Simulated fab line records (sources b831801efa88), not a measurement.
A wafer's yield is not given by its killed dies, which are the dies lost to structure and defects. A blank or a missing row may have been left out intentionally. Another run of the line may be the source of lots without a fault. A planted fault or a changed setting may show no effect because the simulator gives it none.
What tool caused it? :: flow gf180mcu :: 15 lots with 44 wafers sampled at 5 steps, on a route of 602 steps

WHAT THE GAUGES SHOWED, per wafer
GF_V2_THK_MEAS_25: measures by xrf. Usual: V2_W_THK typically reads 352 nm, with standard deviation 5.1.
lot: L885
measured: day 20 23:11
on: film_metro-01
V2_W_THK (nm): 344 346 345
flag: 

lot: L886
measured: day 21 05:46
on: film_metro-01
V2_W_THK (nm): 348 351 349
flag: 

lot: L887
measured: day 21 16:51
on: film_metro-02
V2_W_THK (nm): 354 354 349
flag: 

lot: L888
measured: day 22 02:07
on: film_metro-04
V2_W_THK (nm): 352 358 355
flag: 

lot: L889
measured: day 22 07:21
on: film_metro-02
V2_W_THK (nm): 359 360 361
flag: 

lot: L890
measured: day 22 21:01
on: film_metro-02
V2_W_THK (nm): 360 366 359
flag: 

lot: L891
measured: day 23 02:15
on: film_metro-04
V2_W_THK (nm): 347 345 345
flag: 

lot: L892
measured: day 23 07:49
on: film_metro-02
V2_W_THK (nm): 349 352 351
flag: 

lot: L893
measured: day 23 17:17
on: film_metro-02
V2_W_THK (nm): 355 352
flag: 

lot: L894
measured: day 24 04:57
on: film_metro-01
V2_W_THK (nm): 358
flag: 

lot: L896
measured: day 24 16:13
on: film_metro-01
V2_W_THK (nm): 351
flag: 

lot: L903
measured: day 26 23:54
on: film_metro-01
V2_W_THK (nm): 347 344 342
flag: 

lot: L904
measured: day 27 08:39
on: film_metro-04
V2_W_THK (nm): 342 343 342
flag: 

lot: L905
measured: day 27 08:57
on: film_metro-04
V2_W_THK (nm): 355 352 350
flag: 

lot: L906
measured: day 27 14:28
on: film_metro-02
V2_W_THK (nm): 353 354 353
flag: 

EACH LOT AND THE TOOL THAT RAN IT (in order: tool; ch and the chambers of the sampled wafers; start)
lot: L885
GF_SALICIDE_SPUTTER_03: pvd_sputter-03, day 15 17:29
GF_M2_METAL_ETCH_16: rie_metal-04 ch 0,1, day 19 20:12
GF_M2_STRIP_17: plasma_asher-04 ch 0,1, day 19 20:19
GF_V2_SPUTTER_22: pvd_sputter-01, day 20 22:54

lot: L886
GF_SALICIDE_SPUTTER_03: pvd_sputter-02, day 15 23:41
GF_M2_METAL_ETCH_16: rie_metal-04 ch 0,1, day 20 02:55
GF_M2_STRIP_17: plasma_asher-01 ch 0,1, day 20 03:02
GF_V2_SPUTTER_22: pvd_sputter-04, day 21 05:22

lot: L887
GF_SALICIDE_SPUTTER_03: pvd_sputter-04, day 16 10:23
GF_M2_METAL_ETCH_16: rie_metal-03 ch 0, day 20 14:19
GF_M2_STRIP_17: plasma_asher-02 ch 0,1, day 20 14:34
GF_V2_SPUTTER_22: pvd_sputter-01, day 21 16:35

lot: L888
GF_SALICIDE_SPUTTER_03: pvd_sputter-03, day 16 18:17
GF_M2_METAL_ETCH_16: rie_metal-03 ch 0, day 20 23:30
GF_M2_STRIP_17: plasma_asher-04 ch 0,1, day 20 23:46
GF_V2_SPUTTER_22: pvd_sputter-01, day 22 01:50

lot: L889
GF_SALICIDE_SPUTTER_03: pvd_sputter-03, day 16 23:05
GF_M2_METAL_ETCH_16: rie_metal-03 ch 0, day 21 05:07
GF_M2_STRIP_17: plasma_asher-01 ch 0,1, day 21 05:23
GF_V2_SPUTTER_22: pvd_sputter-01, day 22 07:05

lot: L890
GF_SALICIDE_SPUTTER_03: pvd_sputter-03, day 17 13:01
GF_M2_METAL_ETCH_16: rie_metal-04 ch 0,1, day 21 19:12
GF_M2_STRIP_17: plasma_asher-02 ch 0,1, day 21 19:20
GF_V2_SPUTTER_22: pvd_sputter-01, day 22 20:44

lot: L891
GF_SALICIDE_SPUTTER_03: pvd_sputter-03, day 17 18:53
GF_M2_METAL_ETCH_16: rie_metal-03 ch 0, day 22 00:31
GF_M2_STRIP_17: plasma_asher-01 ch 0, day 22 00:47
GF_V2_SPUTTER_22: pvd_sputter-03, day 23 01:59

lot: L892
GF_SALICIDE_SPUTTER_03: pvd_sputter-03, day 17 22:22
GF_M2_METAL_ETCH_16: rie_metal-03 ch 0,1, day 22 06:00
GF_M2_STRIP_17: plasma_asher-02 ch 0,1, day 22 06:08
GF_V2_SPUTTER_22: pvd_sputter-04, day 23 07:32

lot: L893
GF_SALICIDE_SPUTTER_03: pvd_sputter-02, day 18 10:41
GF_M2_METAL_ETCH_16: rie_metal-03 ch 0,1, day 22 16:01
GF_M2_STRIP_17: plasma_asher-04 ch 0, day 22 16:09
GF_V2_SPUTTER_22: pvd_sputter-04, day 23 16:59

lot: L894
GF_SALICIDE_SPUTTER_03: pvd_sputter-04, day 18 22:07
GF_M2_METAL_ETCH_16: rie_metal-03 ch 0,1, day 23 04:09
GF_M2_STRIP_17: plasma_asher-01 ch 0,1, day 23 04:17
GF_V2_SPUTTER_22: pvd_sputter-04, day 24 04:41

lot: L896
GF_SALICIDE_SPUTTER_03: pvd_sputter-04, day 19 11:58
GF_M2_METAL_ETCH_16: rie_metal-03 ch 1, day 23 14:46
GF_M2_STRIP_17: plasma_asher-02 ch 0, day 23 14:53
GF_V2_SPUTTER_22: pvd_sputter-04, day 24 15:56

lot: L903
GF_SALICIDE_SPUTTER_03: pvd_sputter-04, day 22 01:29
GF_M2_METAL_ETCH_16: rie_metal-04 ch 0,1, day 26 00:48
GF_M2_STRIP_17: plasma_asher-04 ch 0,1, day 26 00:56
GF_V2_SPUTTER_22: pvd_sputter-03, day 26 23:38

lot: L904
GF_SALICIDE_SPUTTER_03: pvd_sputter-04, day 22 09:38
GF_M2_METAL_ETCH_16: rie_metal-03 ch 0, day 26 07:22
GF_M2_STRIP_17: plasma_asher-04 ch 0,1, day 26 07:38
GF_V2_SPUTTER_22: pvd_sputter-04, day 27 08:23

lot: L905
GF_SALICIDE_SPUTTER_03: pvd_sputter-04, day 22 11:20
GF_M2_METAL_ETCH_16: rie_metal-03 ch 0, day 26 09:49
GF_M2_STRIP_17: plasma_asher-02 ch 0,1, day 26 10:05
GF_V2_SPUTTER_22: pvd_sputter-03, day 27 08:41

lot: L906
GF_SALICIDE_SPUTTER_03: pvd_sputter-02, day 22 18:47
GF_M2_METAL_ETCH_16: rie_metal-03 ch 0, day 26 15:40
GF_M2_STRIP_17: plasma_asher-01 ch 0,1, day 26 15:55
GF_V2_SPUTTER_22: pvd_sputter-01, day 27 14:11
- GF_SALICIDE_SPUTTER_03: material TiN, target thk 20 nm, time 16.7 s.
- GF_M2_METAL_ETCH_16: etches the open film in Cl2/BCl3, stops on SiO2, target depth 750.8 nm, time 125.1 s.
- GF_M2_STRIP_17: strips in O2/N2.
- GF_V2_SPUTTER_22: material TiN, target thk 10 nm, time 40 s.

AS READ BY THE TOOLS THEMSELVES (means over the sampled wafers that have a number; for cases with no such wafer, the mark the record gives instead)
GF_SALICIDE_SPUTTER_03. Usual: cathode_dc_power_W 6499.9 W, standard deviation 1.1; throttle_valve_pct 29.5 %, standard deviation 1.1.
lot: L885
tool: pvd_sputter-03
cathode_dc_power_W (W): 6500.2
throttle_valve_pct (%): 30.1
flag: 

lot: L886
tool: pvd_sputter-02
cathode_dc_power_W (W): 6499.4
throttle_valve_pct (%): 29.3
flag: 

lot: L887
tool: pvd_sputter-04
cathode_dc_power_W (W): 6499.2
throttle_valve_pct (%): 30.1
flag: 

lot: L888
tool: pvd_sputter-03
cathode_dc_power_W (W): 6500.4
throttle_valve_pct (%): 29.0
flag: 

lot: L889
tool: pvd_sputter-03
cathode_dc_power_W (W): 6500.7
throttle_valve_pct (%): 28.6
flag: 

lot: L890
tool: pvd_sputter-03
cathode_dc_power_W (W): 6500.1
throttle_valve_pct (%): 29.7
flag: 

lot: L891
tool: pvd_sputter-03
cathode_dc_power_W (W): 6500.7
throttle_valve_pct (%): 28.0
flag: 

lot: L892
tool: pvd_sputter-03
cathode_dc_power_W (W): 6500.7
throttle_valve_pct (%): 28.1
flag: 

lot: L893
tool: pvd_sputter-02
cathode_dc_power_W (W): 6499.5
throttle_valve_pct (%): 29.2
flag: 

lot: L894
tool: pvd_sputter-04
cathode_dc_power_W (W): 6500.4
throttle_valve_pct (%): 29.8
flag: 

lot: L896
tool: pvd_sputter-04
cathode_dc_power_W (W): 6500.8
throttle_valve_pct (%): 28.9
flag: 

lot: L903
tool: pvd_sputter-04
cathode_dc_power_W (W): 6499.3
throttle_valve_pct (%): 29.2
flag: 

lot: L904
tool: pvd_sputter-04
cathode_dc_power_W (W): 6500.5
throttle_valve_pct (%): 29.3
flag: 

lot: L905
tool: pvd_sputter-04
cathode_dc_power_W (W): 6500.4
throttle_valve_pct (%): 30.1
flag: 

lot: L906
tool: pvd_sputter-02
cathode_dc_power_W (W): 6499.6
throttle_valve_pct (%): 28.9
flag: 

GF_M2_METAL_ETCH_16. Usual: drypump_motor_current_A 5.49 A, standard deviation 0.26; he_backside_leak_sccm 3.5 sccm, standard deviation 0.33; oes_product_au 0.992 a.u., standard deviation 0.0054; throttle_valve_pct 28.227 %, standard deviation 0.0091.
lot: L885
tool: rie_metal-04
drypump_motor_current_A (A): 5.12
he_backside_leak_sccm (sccm): 3.2
oes_product_au (a.u.): 0.987
throttle_valve_pct (%): 28.237
flag: 

lot: L886
tool: rie_metal-04
drypump_motor_current_A (A): 5.11
he_backside_leak_sccm (sccm): 3.3
oes_product_au (a.u.): 0.993
throttle_valve_pct (%): 28.223
flag: 

lot: L887
tool: rie_metal-03
drypump_motor_current_A (A): 5.55
he_backside_leak_sccm (sccm): 3.6
oes_product_au (a.u.): 0.989
throttle_valve_pct (%): 28.231
flag: 

lot: L888
tool: rie_metal-03
drypump_motor_current_A (A): 5.54
he_backside_leak_sccm (sccm): 3.4
oes_product_au (a.u.): 0.992
throttle_valve_pct (%): 28.237
flag: 

lot: L889
tool: rie_metal-03
drypump_motor_current_A (A): 5.55
he_backside_leak_sccm (sccm): 3.9
oes_product_au (a.u.): 0.993
throttle_valve_pct (%): 28.235
flag: 

lot: L890
tool: rie_metal-04
drypump_motor_current_A (A): 5.12
he_backside_leak_sccm (sccm): 3.4
oes_product_au (a.u.): 0.984
throttle_valve_pct (%): 28.223
flag: 

lot: L891
tool: rie_metal-03
drypump_motor_current_A (A): 5.55
he_backside_leak_sccm (sccm): 3.5
oes_product_au (a.u.): 0.989
throttle_valve_pct (%): 28.234
flag: 

lot: L892
tool: rie_metal-03
drypump_motor_current_A (A): 5.63
he_backside_leak_sccm (sccm): 3.4
oes_product_au (a.u.): 0.999
throttle_valve_pct (%): 28.221
flag: 

lot: L893
tool: rie_metal-03
drypump_motor_current_A (A): 5.60
he_backside_leak_sccm (sccm): 3.5
oes_product_au (a.u.): 0.931
throttle_valve_pct (%): 28.286
flag: OFF

lot: L894
tool: rie_metal-03
drypump_motor_current_A (A): 5.58
he_backside_leak_sccm (sccm): 3.5
oes_product_au (a.u.): 0.877
throttle_valve_pct (%): 28.350
flag: OFF

lot: L896
tool: rie_metal-03
drypump_motor_current_A (A): 5.66
he_backside_leak_sccm (sccm): 3.4
oes_product_au (a.u.): 0.899
throttle_valve_pct (%): 28.330
flag: OFF

lot: L903
tool: rie_metal-04
drypump_motor_current_A (A): 5.24
he_backside_leak_sccm (sccm): 3.4
oes_product_au (a.u.): 0.993
throttle_valve_pct (%): 28.223
flag: 

lot: L904
tool: rie_metal-03
drypump_motor_current_A (A): 5.54
he_backside_leak_sccm (sccm): 3.4
oes_product_au (a.u.): 0.993
throttle_valve_pct (%): 28.227
flag: 

lot: L905
tool: rie_metal-03
drypump_motor_current_A (A): 5.55
he_backside_leak_sccm (sccm): 3.6
oes_product_au (a.u.): 0.988
throttle_valve_pct (%): 28.232
flag: 

lot: L906
tool: rie_metal-03
drypump_motor_current_A (A): 5.55
he_backside_leak_sccm (sccm): 3.4
oes_product_au (a.u.): 0.993
throttle_valve_pct (%): 28.234
flag: 

GF_M2_STRIP_17. Usual: drypump_motor_current_A 5.9 A, standard deviation 0.31; heater_power_w 315 W, standard deviation 20; oes_product_au 0.535 a.u., standard deviation 0.0056; strip_time_to_endpoint_s 7.34 s, standard deviation 0.068.
lot: L885
tool: plasma_asher-04
drypump_motor_current_A (A): 5.7
heater_power_w (W): 302
oes_product_au (a.u.): 0.532
strip_time_to_endpoint_s (s): 7.36
flag: 

lot: L886
tool: plasma_asher-01
drypump_motor_current_A (A): 5.8
heater_power_w (W): 309
oes_product_au (a.u.): 0.529
strip_time_to_endpoint_s (s): 7.36
flag: 

lot: L887
tool: plasma_asher-02
drypump_motor_current_A (A): 6.0
heater_power_w (W): 323
oes_product_au (a.u.): 0.537
strip_time_to_endpoint_s (s): 7.39
flag: 

lot: L888
tool: plasma_asher-04
drypump_motor_current_A (A): 5.7
heater_power_w (W): 305
oes_product_au (a.u.): 0.537
strip_time_to_endpoint_s (s): 7.39
flag: 

lot: L889
tool: plasma_asher-01
drypump_motor_current_A (A): 6.0
heater_power_w (W): 308
oes_product_au (a.u.): 0.535
strip_time_to_endpoint_s (s): 7.36
flag: 

lot: L890
tool: plasma_asher-02
drypump_motor_current_A (A): 6.2
heater_power_w (W): 327
oes_product_au (a.u.): 0.541
strip_time_to_endpoint_s (s): 7.36
flag: 

lot: L891
tool: plasma_asher-01
drypump_motor_current_A (A): 5.7
heater_power_w (W): 313
oes_product_au (a.u.): 0.534
strip_time_to_endpoint_s (s): 7.39
flag: 

lot: L892
tool: plasma_asher-02
drypump_motor_current_A (A): 6.0
heater_power_w (W): 314
oes_product_au (a.u.): 0.535
strip_time_to_endpoint_s (s): 7.26
flag: 

lot: L893
tool: plasma_asher-04
drypump_motor_current_A (A): 6.1
heater_power_w (W): 347
oes_product_au (a.u.): 0.545
strip_time_to_endpoint_s (s): 7.56
flag: OFF

lot: L894
tool: plasma_asher-01
drypump_motor_current_A (A): 5.8
heater_power_w (W): 316
oes_product_au (a.u.): 0.558
strip_time_to_endpoint_s (s): 7.89
flag: OFF

lot: L896
tool: plasma_asher-02
drypump_motor_current_A (A): 6.4
heater_power_w (W): 332
oes_product_au (a.u.): 0.555
strip_time_to_endpoint_s (s): 7.80
flag: OFF

lot: L903
tool: plasma_asher-04
drypump_motor_current_A (A): 5.7
heater_power_w (W): 301
oes_product_au (a.u.): 0.533
strip_time_to_endpoint_s (s): 7.26
flag: 

lot: L904
tool: plasma_asher-04
drypump_motor_current_A (A): 5.9
heater_power_w (W): 322
oes_product_au (a.u.): 0.536
strip_time_to_endpoint_s (s): 7.39
flag: 

lot: L905
tool: plasma_asher-02
drypump_motor_current_A (A): 6.2
heater_power_w (W): 328
oes_product_au (a.u.): 0.543
strip_time_to_endpoint_s (s): 7.43
flag: 

lot: L906
tool: plasma_asher-01
drypump_motor_current_A (A): 6.0
heater_power_w (W): 312
oes_product_au (a.u.): 0.535
strip_time_to_endpoint_s (s): 7.39
flag: 

GF_V2_SPUTTER_22. Usual: cathode_dc_power_W 3999.9 W, standard deviation 0.74; throttle_valve_pct 30.0 %, standard deviation 1.
lot: L885
tool: pvd_sputter-01
cathode_dc_power_W (W): 3999.9
throttle_valve_pct (%): 30.3
flag: 

lot: L886
tool: pvd_sputter-04
cathode_dc_power_W (W): 3999.9
throttle_valve_pct (%): 30.4
flag: 

lot: L887
tool: pvd_sputter-01
cathode_dc_power_W (W): 3999.5
throttle_valve_pct (%): 30.3
flag: 

lot: L888
tool: pvd_sputter-01
cathode_dc_power_W (W): 3999.1
throttle_valve_pct (%): 30.3
flag: 

lot: L889
tool: pvd_sputter-01
cathode_dc_power_W (W): 4000.5
throttle_valve_pct (%): 30.2
flag: 

lot: L890
tool: pvd_sputter-01
cathode_dc_power_W (W): 4000.9
throttle_valve_pct (%): 30.6
flag: 

lot: L891
tool: pvd_sputter-03
cathode_dc_power_W (W): 3999.8
throttle_valve_pct (%): 30.7
flag: 

lot: L892
tool: pvd_sputter-04
cathode_dc_power_W (W): 3999.9
throttle_valve_pct (%): 30.5
flag: 

lot: L893
tool: pvd_sputter-04
cathode_dc_power_W (W): 4000.1
throttle_valve_pct (%): 31.0
flag: 

lot: L894
tool: pvd_sputter-04
cathode_dc_power_W (W): 4000.0
throttle_valve_pct (%): 28.7
flag: 

lot: L896
tool: pvd_sputter-04
cathode_dc_power_W (W): 4000.0
throttle_valve_pct (%): 28.3
flag: 

lot: L903
tool: pvd_sputter-03
cathode_dc_power_W (W): 4000.0
throttle_valve_pct (%): 29.1
flag: 

lot: L904
tool: pvd_sputter-04
cathode_dc_power_W (W): 4000.6
throttle_valve_pct (%): 30.0
flag: 

lot: L905
tool: pvd_sputter-03
cathode_dc_power_W (W): 3999.6
throttle_valve_pct (%): 29.7
flag: 

lot: L906
tool: pvd_sputter-01
cathode_dc_power_W (W): 3999.6
throttle_valve_pct (%): 30.6
flag: 

THE ANSWER, worked out from the rows above alone
Rule: a lot counts as off when the mean over its wafers that have a number is more than 3 standard deviations away from the usual mean. A lot without any number at a reading at which 4 lots or more have one is off too. The other lots that the step has rows for count as sound. Order of review: gauges by route order, followed by the tools' own readings, for which a lot's mean as printed above is used. The first step at which some lot is off is used, and at that step the reading that is off furthest; a lot without a number counts as furthest.
Off: L893, L894, L896, at GF_M2_METAL_ETCH_16 (oes_product_au).
If a tool, at that step or one of the process steps before it, ran each lot that is off and ran no sound lot following the first of them, it fits. Of those tried, none fits.

WHAT THE SIMULATOR PUT IN
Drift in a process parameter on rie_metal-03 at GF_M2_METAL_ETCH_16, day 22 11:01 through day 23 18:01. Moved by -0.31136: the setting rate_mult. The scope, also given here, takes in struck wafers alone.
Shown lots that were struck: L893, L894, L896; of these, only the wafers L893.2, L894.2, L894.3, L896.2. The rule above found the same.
